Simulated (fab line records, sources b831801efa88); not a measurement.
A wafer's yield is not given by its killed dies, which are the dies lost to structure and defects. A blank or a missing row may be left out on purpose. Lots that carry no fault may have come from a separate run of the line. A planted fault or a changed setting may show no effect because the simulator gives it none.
Matching of chambers || flow gf180mcu || 4 sister chambers for GF_M5_ETCH_09 on rie_diel-01
The step etches Si3N4 in CF4/O2, target depth 52 nm, time 11.6 s. 20 wafers are shown with their chamber, then 10 later ones without.

== WAFERS WITH THEIR CHAMBER ==
{"wafer": "L074.3", "chamber": 0, "drypump_motor_current_A (A)": 5.8, "oes_product_au (a.u.)": 1.000, "throttle_valve_pct (%)": 5.984}
{"wafer": "L074.5", "chamber": 0, "drypump_motor_current_A (A)": 5.8, "oes_product_au (a.u.)": 0.992, "throttle_valve_pct (%)": 5.972}
{"wafer": "L074.6", "chamber": 3, "drypump_motor_current_A (A)": 5.4, "oes_product_au (a.u.)": 1.007, "throttle_valve_pct (%)": 5.964}
{"wafer": "L076.4", "chamber": 1, "drypump_motor_current_A (A)": 6.1, "oes_product_au (a.u.)": 0.996, "throttle_valve_pct (%)": 5.953}
{"wafer": "L076.5", "chamber": 0, "drypump_motor_current_A (A)": 5.7, "oes_product_au (a.u.)": 0.985, "throttle_valve_pct (%)": 5.968}
{"wafer": "L076.6", "chamber": 2, "drypump_motor_current_A (A)": 5.1, "oes_product_au (a.u.)": 1.008, "throttle_valve_pct (%)": 5.965}
{"wafer": "L079.2", "chamber": 3, "drypump_motor_current_A (A)": 5.4, "oes_product_au (a.u.)": 0.994, "throttle_valve_pct (%)": 5.973}
{"wafer": "L079.3", "chamber": 0, "drypump_motor_current_A (A)": 5.8, "oes_product_au (a.u.)": 0.988, "throttle_valve_pct (%)": 5.966}
{"wafer": "L079.4", "chamber": 2, "drypump_motor_current_A (A)": 5.1, "oes_product_au (a.u.)": 1.007, "throttle_valve_pct (%)": 5.993}
{"wafer": "L084.1", "chamber": 2, "drypump_motor_current_A (A)": 5.1, "oes_product_au (a.u.)": 1.020, "throttle_valve_pct (%)": 5.960}
{"wafer": "L084.2", "chamber": 1, "drypump_motor_current_A (A)": 6.1, "oes_product_au (a.u.)": 1.012, "throttle_valve_pct (%)": 5.967}
{"wafer": "L084.4", "chamber": 0, "drypump_motor_current_A (A)": 5.8, "oes_product_au (a.u.)": 1.005, "throttle_valve_pct (%)": 5.970}
{"wafer": "L085.2", "chamber": 3, "drypump_motor_current_A (A)": 5.4, "oes_product_au (a.u.)": 0.997, "throttle_valve_pct (%)": 5.977}
{"wafer": "L085.3", "chamber": 0, "drypump_motor_current_A (A)": 5.7, "oes_product_au (a.u.)": 1.001, "throttle_valve_pct (%)": 5.981}
{"wafer": "L085.5", "chamber": 1, "drypump_motor_current_A (A)": 6.1, "oes_product_au (a.u.)": 1.015, "throttle_valve_pct (%)": 5.969}
{"wafer": "L086.1", "chamber": 2, "drypump_motor_current_A (A)": 5.0, "oes_product_au (a.u.)": 1.016, "throttle_valve_pct (%)": 5.978}
{"wafer": "L086.2", "chamber": 0, "drypump_motor_current_A (A)": 5.7, "oes_product_au (a.u.)": 1.006, "throttle_valve_pct (%)": 5.967}
{"wafer": "L086.6", "chamber": 2, "drypump_motor_current_A (A)": 5.1, "oes_product_au (a.u.)": 1.008, "throttle_valve_pct (%)": 5.954}
{"wafer": "L089.3", "chamber": 3, "drypump_motor_current_A (A)": 5.4, "oes_product_au (a.u.)": 1.006, "throttle_valve_pct (%)": 5.958}
{"wafer": "L089.4", "chamber": 2, "drypump_motor_current_A (A)": 5.1, "oes_product_au (a.u.)": 1.014, "throttle_valve_pct (%)": 5.978}

SIGNATURES, as means of the wafers listed above
{"reading": "drypump_motor_current_A", "chamber 0": 5.757, "chamber 1": 6.100, "chamber 2": 5.083, "chamber 3": 5.400, "scatter within a chamber": 0.0399}
{"reading": "oes_product_au", "chamber 0": 0.99671, "chamber 1": 1.00767, "chamber 2": 1.01217, "chamber 3": 1.00100, "scatter within a chamber": 0.00748}
{"reading": "throttle_valve_pct", "chamber 0": 5.97257, "chamber 1": 5.96300, "chamber 2": 5.97133, "chamber 3": 5.96800, "scatter within a chamber": 0.0103}
Rule: distance of a wafer from a chamber = root of the sum over the readings of ((wafer's reading minus chamber's mean) / reading's scatter) squared. The wafer belongs to the nearest chamber; if the next one is less than 2 further off, it can't be placed. The scatter is the square root of a quotient: the sum, over the shown wafers, of each reading's squared deviation from its chamber's mean, divided by wafers minus chambers.

== WAFERS WHOSE CHAMBER IS MISSING ==
{"wafer": "L089.6", "drypump_motor_current_A (A)": 5.4, "oes_product_au (a.u.)": 0.996, "throttle_valve_pct (%)": 5.981}
{"wafer": "L090.3", "drypump_motor_current_A (A)": 5.1, "oes_product_au (a.u.)": 1.020, "throttle_valve_pct (%)": 5.976}
{"wafer": "L090.4", "drypump_motor_current_A (A)": 5.8, "oes_product_au (a.u.)": 1.000, "throttle_valve_pct (%)": 5.970}
{"wafer": "L090.5", "drypump_motor_current_A (A)": 5.0, "oes_product_au (a.u.)": 1.012, "throttle_valve_pct (%)": 5.978}
{"wafer": "L091.2", "drypump_motor_current_A (A)": 5.8, "oes_product_au (a.u.)": 1.003, "throttle_valve_pct (%)": 5.969}
{"wafer": "L091.3", "drypump_motor_current_A (A)": 5.1, "oes_product_au (a.u.)": 1.006, "throttle_valve_pct (%)": 5.970}
{"wafer": "L091.6", "drypump_motor_current_A (A)": 5.8, "oes_product_au (a.u.)": 0.984, "throttle_valve_pct (%)": 5.963}
{"wafer": "L096.1", "drypump_motor_current_A (A)": 5.1, "oes_product_au (a.u.)": 1.008, "throttle_valve_pct (%)": 5.963}
{"wafer": "L096.3", "drypump_motor_current_A (A)": 6.1, "oes_product_au (a.u.)": 1.009, "throttle_valve_pct (%)": 5.972}
{"wafer": "L096.5", "drypump_motor_current_A (A)": 6.1, "oes_product_au (a.u.)": 1.013, "throttle_valve_pct (%)": 5.971}

== THE CHAMBER EACH PASSED THROUGH ==
{"wafer": "L089.6", "from the rows above": 3, "in truth": 3}
{"wafer": "L090.3", "from the rows above": 2, "in truth": 2}
{"wafer": "L090.4", "from the rows above": 0, "in truth": 0}
{"wafer": "L090.5", "from the rows above": 2, "in truth": 2}
{"wafer": "L091.2", "from the rows above": 0, "in truth": 0}
{"wafer": "L091.3", "from the rows above": 2, "in truth": 2}
{"wafer": "L091.6", "from the rows above": 0, "in truth": 0}
{"wafer": "L096.1", "from the rows above": 2, "in truth": 2}
{"wafer": "L096.3", "from the rows above": 1, "in truth": 1}
{"wafer": "L096.5", "from the rows above": 1, "in truth": 1}
Placed correctly: 10 of 10. Number that these rows cannot place: 0. Wrongly placed: 0.
